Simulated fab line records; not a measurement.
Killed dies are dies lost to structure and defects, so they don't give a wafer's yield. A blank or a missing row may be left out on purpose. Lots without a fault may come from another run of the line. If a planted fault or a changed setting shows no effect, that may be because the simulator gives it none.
Which tool is to blame? / flow sky130 / 39 wafers from 13 lots sampled at 3 of the route's 708 steps

== WHAT THE GAUGES READ, wafer by wafer ==
SKY_METAL1_OVL_MEAS_16. Usual: METAL1_OVL gives 1 nm (standard deviation 6).
lot=L924; measured=day 32 20:01; on=overlay-02; METAL1_OVL (nm)=2 5 4; flag=
lot=L926; measured=day 33 17:23; on=overlay-01; METAL1_OVL (nm)=-3 -6 -7; flag=
lot=L927; measured=day 34 07:37; on=overlay-02; METAL1_OVL (nm)=3 1 0; flag=
lot=L929; measured=day 34 20:42; on=overlay-02; METAL1_OVL (nm)=12 7 8; flag=
lot=L930; measured=day 35 02:53; on=overlay-01; METAL1_OVL (nm)=-2 0 -1; flag=
lot=L931; measured=day 35 15:37; on=overlay-02; METAL1_OVL (nm)=0 -6 3; flag=
lot=L934; measured=day 36 12:38; on=overlay-01; METAL1_OVL (nm)=-1 -9 -3; flag=
lot=L935; measured=day 36 13:17; on=overlay-02; METAL1_OVL (nm)=13 7 8; flag=
lot=L940; measured=day 38 04:27; on=overlay-02; METAL1_OVL (nm)=6 6 1; flag=
lot=L941; measured=day 38 11:47; on=overlay-02; METAL1_OVL (nm)=8 5 1; flag=
lot=L942; measured=day 38 21:13; on=overlay-01; METAL1_OVL (nm)=-2 -5 -4; flag=
lot=L946; measured=day 40 02:03; on=overlay-02; METAL1_OVL (nm)=5 2 1; flag=
lot=L947; measured=day 40 13:39; on=overlay-01; METAL1_OVL (nm)=-1 8 1; flag=

== TOOL THAT RAN EACH LOT (tool first, then ch and the chambers of the sampled wafers, then the start) ==
lot=L924; SKY_LDD_LDN_IMPLANT_08=implanter-03 ch 0, day 22 19:23; SKY_RES_XHIGH_STRIP_08=plasma-asher-03 ch 0,1, day 26 17:36
lot=L926; SKY_LDD_LDN_IMPLANT_08=implanter-03 ch 0, day 24 00:05; SKY_RES_XHIGH_STRIP_08=plasma-asher-01 ch 0,1, day 27 17:56
lot=L927; SKY_LDD_LDN_IMPLANT_08=implanter-01 ch 0, day 24 14:50; SKY_RES_XHIGH_STRIP_08=plasma-asher-04 ch 0,1, day 28 09:54
lot=L929; SKY_LDD_LDN_IMPLANT_08=implanter-01 ch 0, day 25 03:26; SKY_RES_XHIGH_STRIP_08=plasma-asher-03 ch 0,1, day 28 20:11
lot=L930; SKY_LDD_LDN_IMPLANT_08=implanter-01 ch 0, day 25 11:42; SKY_RES_XHIGH_STRIP_08=plasma-asher-01 ch 1, day 29 04:48
lot=L931; SKY_LDD_LDN_IMPLANT_08=implanter-03 ch 0, day 25 22:38; SKY_RES_XHIGH_STRIP_08=plasma-asher-01 ch 0,1, day 29 17:49
lot=L934; SKY_LDD_LDN_IMPLANT_08=implanter-04 ch 0, day 26 21:30; SKY_RES_XHIGH_STRIP_08=plasma-asher-03 ch 0,1, day 30 15:07
lot=L935; SKY_LDD_LDN_IMPLANT_08=implanter-03 ch 0, day 26 23:29; SKY_RES_XHIGH_STRIP_08=plasma-asher-04 ch 0,1, day 30 16:10
lot=L940; SKY_LDD_LDN_IMPLANT_08=implanter-01 ch 0, day 28 17:43; SKY_RES_XHIGH_STRIP_08=plasma-asher-03 ch 0,1, day 32 09:40
lot=L941; SKY_LDD_LDN_IMPLANT_08=implanter-01 ch 0, day 29 03:32; SKY_RES_XHIGH_STRIP_08=plasma-asher-04 ch 0,1, day 32 17:37
lot=L942; SKY_LDD_LDN_IMPLANT_08=implanter-01 ch 0, day 29 13:45; SKY_RES_XHIGH_STRIP_08=plasma-asher-01 ch 0,1, day 33 03:52
lot=L946; SKY_LDD_LDN_IMPLANT_08=implanter-03 ch 0, day 30 23:43; SKY_RES_XHIGH_STRIP_08=plasma-asher-04 ch 0,1, day 34 10:37
lot=L947; SKY_LDD_LDN_IMPLANT_08=implanter-04 ch 0, day 31 10:29; SKY_RES_XHIGH_STRIP_08=plasma-asher-04 ch 0,1, day 34 23:07
- SKY_LDD_LDN_IMPLANT_08
- SKY_RES_XHIGH_STRIP_08: strips in O2/N2.

== AS READ BY THE TOOLS THEMSELVES (means over the sampled wafers that have a number; for cases with no such wafer, the mark the record gives instead) ==
SKY_LDD_LDN_IMPLANT_08. Usual: beam-energy-keV 15.000, standard deviation 0.0047.
lot=L924 tool=implanter-03 beam-energy-keV=15.005 flag=
lot=L926 tool=implanter-03 beam-energy-keV=14.996 flag=
lot=L927 tool=implanter-01 beam-energy-keV=15.007 flag=
lot=L929 tool=implanter-01 beam-energy-keV=15.002 flag=
lot=L930 tool=implanter-01 beam-energy-keV=14.999 flag=
lot=L931 tool=implanter-03 beam-energy-keV=15.001 flag=
lot=L934 tool=implanter-04 beam-energy-keV=15.003 flag=
lot=L935 tool=implanter-03 beam-energy-keV=15.004 flag=
lot=L940 tool=implanter-01 beam-energy-keV=18.551 flag=OFF
lot=L941 tool=implanter-01 beam-energy-keV=18.559 flag=OFF
lot=L942 tool=implanter-01 beam-energy-keV=18.552 flag=OFF
lot=L946 tool=implanter-03 beam-energy-keV=15.000 flag=
lot=L947 tool=implanter-04 beam-energy-keV=14.990 flag=

SKY_RES_XHIGH_STRIP_08. Usual: drypump-motor-current-A 5.5 A, standard deviation 0.48; oes-product-au 0.711 a.u., standard deviation 0.0049; strip-time-to-endpoint-s 14.27 s, standard deviation 0.048.
lot=L924; tool=plasma-asher-03; drypump-motor-current-A (A)=5.2; oes-product-au (a.u.)=0.711; strip-time-to-endpoint-s (s)=14.27; flag=
lot=L926; tool=plasma-asher-01; drypump-motor-current-A (A)=5.7; oes-product-au (a.u.)=0.712; strip-time-to-endpoint-s (s)=14.25; flag=
lot=L927; tool=plasma-asher-04; drypump-motor-current-A (A)=5.3; oes-product-au (a.u.)=0.707; strip-time-to-endpoint-s (s)=14.26; flag=
lot=L929; tool=plasma-asher-03; drypump-motor-current-A (A)=5.4; oes-product-au (a.u.)=0.707; strip-time-to-endpoint-s (s)=14.24; flag=
lot=L930; tool=plasma-asher-01; drypump-motor-current-A (A)=5.6; oes-product-au (a.u.)=0.707; strip-time-to-endpoint-s (s)=14.19; flag=
lot=L931; tool=plasma-asher-01; drypump-motor-current-A (A)=5.7; oes-product-au (a.u.)=0.716; strip-time-to-endpoint-s (s)=14.29; flag=
lot=L934; tool=plasma-asher-03; drypump-motor-current-A (A)=5.2; oes-product-au (a.u.)=0.715; strip-time-to-endpoint-s (s)=14.27; flag=
lot=L935; tool=plasma-asher-04; drypump-motor-current-A (A)=5.3; oes-product-au (a.u.)=0.712; strip-time-to-endpoint-s (s)=14.29; flag=
lot=L940; tool=plasma-asher-03; drypump-motor-current-A (A)=5.2; oes-product-au (a.u.)=0.711; strip-time-to-endpoint-s (s)=14.27; flag=
lot=L941; tool=plasma-asher-04; drypump-motor-current-A (A)=5.7; oes-product-au (a.u.)=0.708; strip-time-to-endpoint-s (s)=14.27; flag=
lot=L942; tool=plasma-asher-01; drypump-motor-current-A (A)=5.7; oes-product-au (a.u.)=0.715; strip-time-to-endpoint-s (s)=14.21; flag=
lot=L946; tool=plasma-asher-04; drypump-motor-current-A (A)=5.7; oes-product-au (a.u.)=0.710; strip-time-to-endpoint-s (s)=14.34; flag=
lot=L947; tool=plasma-asher-04; drypump-motor-current-A (A)=5.3; oes-product-au (a.u.)=0.709; strip-time-to-endpoint-s (s)=14.33; flag=

== THE ANSWER, worked out from the rows above alone ==
Rule: a lot is off if the mean of its wafers that have a number lies more than 3 standard deviations from the usual mean. Also off: a lot with no number at a reading for which 4 or more lots have one. The other lots that the step has rows for count as sound. The gauges are gone through in route order, then the tools' own readings, and for those a lot's mean is taken as printed above. The first step at which some lot is off is used, and at that step the reading that is off furthest; a lot without a number counts as furthest.
Off: L940, L941, L942, at SKY_LDD_LDN_IMPLANT_08 (beam-energy-keV).
If a tool, at that step or one of the process steps before it, ran each lot that is off and ran no sound lot following the first of them, it fits. One fits: SKY_LDD_LDN_IMPLANT_08 on implanter-01. Its last sound lot is L930 (day 25 11:42), its first lot that is off L940 (day 28 17:43): a fault that began between those two fits.
The tool's own readings at SKY_LDD_LDN_IMPLANT_08 bear it out: on the lots that are off they differ by more than 5 times the standard deviation of the sound lots' means. beam-energy-keV reads 18.554 there against 15.001 on the sound lots.

== WHAT THE SIMULATOR PUT IN ==
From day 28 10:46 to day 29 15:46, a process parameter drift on implanter-01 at SKY_LDD_LDN_IMPLANT_08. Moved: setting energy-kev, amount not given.
Lots struck among those shown: L940, L941, L942. This agrees with what the rule above found.
